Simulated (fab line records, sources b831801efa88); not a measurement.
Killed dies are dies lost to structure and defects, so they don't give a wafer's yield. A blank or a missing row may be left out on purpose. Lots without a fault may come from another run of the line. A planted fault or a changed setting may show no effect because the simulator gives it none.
A struck lot beside a sound one | flow sky130 | 15 steps out of a route of 708
Sound: wafers L570.1, L570.4, L570.6. Struck: wafers L564.2, L564.6. (L564.4 of the same lot was not struck and is left out.) The cause comes at the end.
At each step with rows: each side's tool, then ch and its chambers, then its first start. Under that, the readings that differ: sound wafers | struck wafers | difference of the means | sigmas: that difference in standard deviations of wafers without a fault.
alike: readings whose means differ by less than 2 such deviations, and words and numbers that are the same on both sides. not compared: withheld readings, readings that some wafer has no value for, bounds like >300 that may hide the same value, and numbers for which the record gives no deviation and whose values overlap.
The two part at a step that has a row with sigmas, a row that says differs or no value, or rows on one side only. Numbers that don't overlap but have no deviation are shown without sigmas and don't part them. A reading that every wafer of one side lacks parts them only if that side has two wafers or more.

first, 5 steps without rows for these wafers: SKY_LI_CONTACT_COAT_07 (resist thk 450 nm); SKY_LI_CONTACT_SOFTBAKE_08 (time 90 s); SKY_LI_CONTACT_EXPOSE_09 (exposes mask LICM1, target cd 170 nm); SKY_LI_CONTACT_PEB_10; SKY_LI_CONTACT_DEVELOP_11 (develop time 60 s).
SKY_LI_CONTACT_CD_MEAS_12: target cd 170 nm.
  sound on cd_sem-02, day 35 15:04; struck on cd_sem-02, day 34 01:11
  alike: cd_nm
SKY_LI_CONTACT_OVL_MEAS_13:
  sound on overlay-01, day 35 15:11; struck on overlay-01, day 34 01:17
  alike: LI_CONTACT_OVL
SKY_LI_CONTACT_ETCH_14: etches BARC in N2/H2, stops on SiO2, time 45.9 s, target depth 60 nm.
  sound on rie_diel-03 ch 0,3, day 35 15:13; struck on rie_diel-01 ch 1, day 34 01:19
  alike: drypump_motor_current_A, oes_product_au, throttle_valve_pct
  not compared: rf_hours_counter_h
SKY_LI_CONTACT_ETCH_15: etches PSG in C4F8/O2/Ar, stops on Si, target depth 600 nm.
  sound on rie_diel-03 ch 0,3, day 35 15:16; struck on rie_diel-01 ch 1, day 34 01:22
  alike: oes_product_au
SKY_LI_CONTACT_STRIP_16: strips in O2/N2.
  sound on plasma_asher-01 ch 0, day 35 15:20; struck on plasma_asher-01 ch 0,1, day 34 01:26
  alike: drypump_motor_current_A, oes_product_au, strip_time_to_endpoint_s
  not compared: rf_hours_counter_h
then, 2 steps without rows for these wafers: SKY_LI_CONTACT_CLEAN_17 (cleans in NMP, time 600 s); SKY_LI_CONTACT_PRE_CLEAN_18 (time 5.6 s).
SKY_LI_CONTACT_SPUTTER_19: material Ti, target thk 20 nm, time 106.37 s.
  sound on pvd_sputter-01, day 35 15:39; struck on pvd_sputter-03, day 34 01:44
  reading                                       | sound             | struck      | difference | sigmas
  model.Ti_of_LI_CONTACT_SPUTTER_19.thk_nm (nm) | 19.94 19.97 20.28 | 23.33 23.54 | +3.37      |
  alike: throttle_valve_pct
SKY_LI_CONTACT_SPUTTER_20: material TiN, target thk 20 nm, time 80 s.
  sound on pvd_sputter-01, day 35 15:44; struck on pvd_sputter-03, day 34 01:49
  alike: throttle_valve_pct
-- the record jumps here: 15 days lie between the struck wafers' starts before and after (it left off in module LI_CONTACT and takes up again in module PAD_OPEN, whose first step shown is number 708 of the route) --
SKY_PAD_OPEN_PROBE_99:
  the record has rows for the struck wafers here (prober-01, day 49 08:24) and none for the sound ones

WHERE THEY PART
Only at SKY_PAD_OPEN_PROBE_99, within this record.

WHY: what the simulator had put in
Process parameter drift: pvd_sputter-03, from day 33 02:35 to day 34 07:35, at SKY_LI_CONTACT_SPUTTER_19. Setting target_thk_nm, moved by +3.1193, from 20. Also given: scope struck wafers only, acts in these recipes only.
